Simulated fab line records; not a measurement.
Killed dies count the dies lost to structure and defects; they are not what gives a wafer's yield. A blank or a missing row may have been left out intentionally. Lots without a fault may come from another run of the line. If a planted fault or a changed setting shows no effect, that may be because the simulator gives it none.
Which of the tools did it? / flow gf180mcu / 13 lots, 39 wafers sampled, at 4 steps of a route of 602

== WHAT EACH GAUGE READ, for each wafer ==
GF_VT_IMPLANT_RS_MEAS_48: measures by four-point-probe. Usual: LVPWELL_RS gives 1197.1 ohm/sq (standard deviation 2.7).
lot=L411; measured=day 7 11:58; on=filmMetro-02; LVPWELL_RS (ohm/sq)=1200.1 1198.9 1199.6; flag=
lot=L412; measured=day 7 20:01; on=filmMetro-03; LVPWELL_RS (ohm/sq)=1199.8 1199.3 1199.9; flag=
lot=L413; measured=day 8 03:44; on=filmMetro-03; LVPWELL_RS (ohm/sq)=1190.4 1192.5 1193.1; flag=
lot=L419; measured=day 9 20:43; on=filmMetro-03; LVPWELL_RS (ohm/sq)=1198.1 1196.0 1195.5; flag=
lot=L420; measured=day 10 06:18; on=filmMetro-02; LVPWELL_RS (ohm/sq)=1224.6 1218.8 1223.9; flag=OFF
lot=L423; measured=day 10 22:01; on=filmMetro-03; LVPWELL_RS (ohm/sq)=1219.3 1219.0 1219.2; flag=OFF
lot=L426; measured=day 11 18:49; on=filmMetro-03; LVPWELL_RS (ohm/sq)=1198.5 1193.2 1194.4; flag=
lot=L427; measured=day 12 01:16; on=filmMetro-01; LVPWELL_RS (ohm/sq)=1194.8 1195.9 1199.8; flag=
lot=L428; measured=day 12 07:49; on=filmMetro-02; LVPWELL_RS (ohm/sq)=1197.7 1199.1 1196.7; flag=
lot=L431; measured=day 13 03:52; on=filmMetro-01; LVPWELL_RS (ohm/sq)=1199.1 1197.4 1198.7; flag=
lot=L432; measured=day 13 13:31; on=filmMetro-03; LVPWELL_RS (ohm/sq)=1195.5 1189.7 1193.7; flag=
lot=L433; measured=day 13 22:22; on=filmMetro-03; LVPWELL_RS (ohm/sq)=1197.2 1199.3 1193.9; flag=
lot=L434; measured=day 14 00:53; on=filmMetro-01; LVPWELL_RS (ohm/sq)=1191.9 1193.5 1192.6; flag=

GF_POLY_GATE_THK_MEAS_17. Usual: POLY_GATE_OXIDATION_THK gives 3.97 nm (standard deviation 0.084).
lot=L411; measured=day 9 03:19; on=filmMetro-03; POLY_GATE_OXIDATION_THK (nm)=3.96 3.86 3.94; flag=
lot=L412; measured=day 9 14:08; on=filmMetro-03; POLY_GATE_OXIDATION_THK (nm)=4.03 4.06 3.91; flag=
lot=L413; measured=day 9 22:03; on=filmMetro-03; POLY_GATE_OXIDATION_THK (nm)=4.04 4.11 4.03; flag=
lot=L419; measured=day 11 17:23; on=filmMetro-03; POLY_GATE_OXIDATION_THK (nm)=3.96 3.91 3.97; flag=
lot=L420; measured=day 12 00:49; on=filmMetro-03; POLY_GATE_OXIDATION_THK (nm)=3.95 3.97 3.98; flag=
lot=L423; measured=day 12 20:12; on=filmMetro-04; POLY_GATE_OXIDATION_THK (nm)=4.07 4.09 4.16; flag=
lot=L426; measured=day 13 19:28; on=filmMetro-04; POLY_GATE_OXIDATION_THK (nm)=4.09 4.02 4.01; flag=
lot=L427; measured=day 14 02:10; on=filmMetro-03; POLY_GATE_OXIDATION_THK (nm)=4.02 3.99 4.06; flag=
lot=L428; measured=day 14 06:13; on=filmMetro-04; POLY_GATE_OXIDATION_THK (nm)=3.97 4.03 3.96; flag=
lot=L431; measured=day 15 03:50; on=filmMetro-04; POLY_GATE_OXIDATION_THK (nm)=3.87 3.88 3.84; flag=
lot=L432; measured=day 15 14:19; on=filmMetro-04; POLY_GATE_OXIDATION_THK (nm)=3.95 4.00 4.10; flag=
lot=L433; measured=day 16 00:02; on=filmMetro-03; POLY_GATE_OXIDATION_THK (nm)=3.93 4.07 4.02; flag=
lot=L434; measured=day 16 03:53; on=filmMetro-03; POLY_GATE_OXIDATION_THK (nm)=4.03 3.98 3.99; flag=

== EACH LOT AND THE TOOL THAT RAN IT (in order: tool; ch and the chambers of the sampled wafers; start) ==
lot=L411; GF_LVPWELL_IMPLANT_08=implanter-03 ch 0, day 3 20:28; GF_VT_IMPLANT_RTA_45=rtpAnneal-02 ch 0, day 7 11:37
lot=L412; GF_LVPWELL_IMPLANT_08=implanter-03 ch 0, day 4 02:49; GF_VT_IMPLANT_RTA_45=rtpAnneal-02 ch 0, day 7 19:41
lot=L413; GF_LVPWELL_IMPLANT_08=implanter-03 ch 0, day 4 08:22; GF_VT_IMPLANT_RTA_45=rtpAnneal-01 ch 0, day 8 03:23
lot=L419; GF_LVPWELL_IMPLANT_08=implanter-02 ch 0, day 5 17:49; GF_VT_IMPLANT_RTA_45=rtpAnneal-01 ch 0, day 9 20:22
lot=L420; GF_LVPWELL_IMPLANT_08=implanter-02 ch 0, day 6 02:14; GF_VT_IMPLANT_RTA_45=rtpAnneal-01 ch 0, day 10 05:58
lot=L423; GF_LVPWELL_IMPLANT_08=implanter-02 ch 0, day 6 15:28; GF_VT_IMPLANT_RTA_45=rtpAnneal-02 ch 0, day 10 21:40
lot=L426; GF_LVPWELL_IMPLANT_08=implanter-04 ch 0, day 7 08:33; GF_VT_IMPLANT_RTA_45=rtpAnneal-02 ch 0, day 11 18:28
lot=L427; GF_LVPWELL_IMPLANT_08=implanter-03 ch 0, day 7 15:18; GF_VT_IMPLANT_RTA_45=rtpAnneal-02 ch 0, day 12 00:55
lot=L428; GF_LVPWELL_IMPLANT_08=implanter-03 ch 0, day 7 20:32; GF_VT_IMPLANT_RTA_45=rtpAnneal-01 ch 0, day 12 07:29
lot=L431; GF_LVPWELL_IMPLANT_08=implanter-04 ch 0, day 8 12:04; GF_VT_IMPLANT_RTA_45=rtpAnneal-02 ch 0, day 13 03:31
lot=L432; GF_LVPWELL_IMPLANT_08=implanter-03 ch 0, day 8 20:16; GF_VT_IMPLANT_RTA_45=rtpAnneal-02 ch 0, day 13 13:10
lot=L433; GF_LVPWELL_IMPLANT_08=implanter-04 ch 0, day 9 03:54; GF_VT_IMPLANT_RTA_45=rtpAnneal-01 ch 0, day 13 22:01
lot=L434; GF_LVPWELL_IMPLANT_08=implanter-04 ch 0, day 9 05:56; GF_VT_IMPLANT_RTA_45=rtpAnneal-02 ch 0, day 14 00:33
- GF_LVPWELL_IMPLANT_08
- GF_VT_IMPLANT_RTA_45: time 30 s.

== WHAT THE TOOLS THEMSELVES READ (means of the sampled wafers that have a number; where no wafer has one, the mark that the record gives instead) ==
GF_LVPWELL_IMPLANT_08. Usual: doseIonsCm2 1.5002e+13, standard deviation 1.5e+10; endStationPressureTorr 5.1e-06 Torr, standard deviation 2.8e-07.
lot=L411; tool=implanter-03; doseIonsCm2=1.5000e+13; endStationPressureTorr (Torr)=5.0e-06; flag=
lot=L412; tool=implanter-03; doseIonsCm2=1.5006e+13; endStationPressureTorr (Torr)=5.0e-06; flag=
lot=L413; tool=implanter-03; doseIonsCm2=1.5035e+13; endStationPressureTorr (Torr)=5.2e-06; flag=
lot=L419; tool=implanter-02; doseIonsCm2=1.5005e+13; endStationPressureTorr (Torr)=5.5e-06; flag=
lot=L420; tool=implanter-02; doseIonsCm2=1.4405e+13; endStationPressureTorr (Torr)=4.9e-06; flag=OFF
lot=L423; tool=implanter-02; doseIonsCm2=1.4431e+13; endStationPressureTorr (Torr)=5.1e-06; flag=OFF
lot=L426; tool=implanter-04; doseIonsCm2=1.4998e+13; endStationPressureTorr (Torr)=5.3e-06; flag=
lot=L427; tool=implanter-03; doseIonsCm2=1.4996e+13; endStationPressureTorr (Torr)=5.0e-06; flag=
lot=L428; tool=implanter-03; doseIonsCm2=1.4998e+13; endStationPressureTorr (Torr)=5.1e-06; flag=
lot=L431; tool=implanter-04; doseIonsCm2=1.5000e+13; endStationPressureTorr (Torr)=5.1e-06; flag=
lot=L432; tool=implanter-03; doseIonsCm2=1.5003e+13; endStationPressureTorr (Torr)=4.9e-06; flag=
lot=L433; tool=implanter-04; doseIonsCm2=1.4990e+13; endStationPressureTorr (Torr)=4.9e-06; flag=
lot=L434; tool=implanter-04; doseIonsCm2=1.5017e+13; endStationPressureTorr (Torr)=5.4e-06; flag=

GF_VT_IMPLANT_RTA_45. Usual: annealTempCMax 1054.6, standard deviation 0.89; lampPowerPct 35.3 %, standard deviation 2.3; wafer_temp_C_max 1055.6, standard deviation 1.4.
lot=L411; tool=rtpAnneal-02; annealTempCMax=1055.4; lampPowerPct (%)=33.4; wafer_temp_C_max=1054.3; flag=
lot=L412; tool=rtpAnneal-02; annealTempCMax=1054.0; lampPowerPct (%)=33.5; wafer_temp_C_max=1054.9; flag=
lot=L413; tool=rtpAnneal-01; annealTempCMax=1054.4; lampPowerPct (%)=38.2; wafer_temp_C_max=1055.4; flag=
lot=L419; tool=rtpAnneal-01; annealTempCMax=1054.4; lampPowerPct (%)=38.3; wafer_temp_C_max=1056.4; flag=
lot=L420; tool=rtpAnneal-01; annealTempCMax=1053.3; lampPowerPct (%)=38.3; wafer_temp_C_max=1057.0; flag=
lot=L423; tool=rtpAnneal-02; annealTempCMax=1055.0; lampPowerPct (%)=33.4; wafer_temp_C_max=1054.3; flag=
lot=L426; tool=rtpAnneal-02; annealTempCMax=1055.0; lampPowerPct (%)=33.5; wafer_temp_C_max=1054.6; flag=
lot=L427; tool=rtpAnneal-02; annealTempCMax=1054.8; lampPowerPct (%)=33.5; wafer_temp_C_max=1054.3; flag=
lot=L428; tool=rtpAnneal-01; annealTempCMax=1054.0; lampPowerPct (%)=38.2; wafer_temp_C_max=1057.1; flag=
lot=L431; tool=rtpAnneal-02; annealTempCMax=1054.9; lampPowerPct (%)=33.5; wafer_temp_C_max=1055.8; flag=
lot=L432; tool=rtpAnneal-02; annealTempCMax=1055.2; lampPowerPct (%)=33.5; wafer_temp_C_max=1054.5; flag=
lot=L433; tool=rtpAnneal-01; annealTempCMax=1054.2; lampPowerPct (%)=38.2; wafer_temp_C_max=1056.5; flag=
lot=L434; tool=rtpAnneal-02; annealTempCMax=1054.9; lampPowerPct (%)=33.5; wafer_temp_C_max=1054.3; flag=

== THE ANSWER, worked out from the rows above alone ==
Rule: take the mean of a lot's wafers that have a number; if it is more than 3 standard deviations from the usual mean, the lot is off. A lot without any number at a reading at which 4 lots or more have one is off too. Any other lot the step has rows for is counted as sound. After the gauges, taken in route order, come the tools' own readings; for these a lot's mean is taken, as printed above. At the first step where some lot is off, the reading lying furthest off is the one used; lots without a number count as furthest.
Off: L420, L423, at GF_VT_IMPLANT_RS_MEAS_48 (LVPWELL_RS).
If a tool, at a process step before that reading, ran all the lots that are off and no sound lot after the first of them, it fits. The gauges at GF_VT_IMPLANT_RS_MEAS_48 aren't tried: what is off there is off at GF_LVPWELL_IMPLANT_08 too, on other tools, and a gauge's error can't cause that. One candidate fits, namely implanter-02 at GF_LVPWELL_IMPLANT_08. Its last sound lot is L419 (day 5 17:49), its first lot that is off L420 (day 6 02:14): a fault that began between those two fits.
The tool's own readings at GF_LVPWELL_IMPLANT_08 bear it out: on the lots that are off they differ by more than 5 times the standard deviation of the sound lots' means. doseIonsCm2 reads 1.4418e+13 there against 1.5004e+13 on the sound lots.

== WHAT WAS PUT IN BY THE SIMULATOR ==
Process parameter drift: implanter-02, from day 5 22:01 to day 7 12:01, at GF_LVPWELL_IMPLANT_08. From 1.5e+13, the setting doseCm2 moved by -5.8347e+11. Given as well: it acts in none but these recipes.
Lots struck among those shown: L420, L423. The same result came from the rule above.
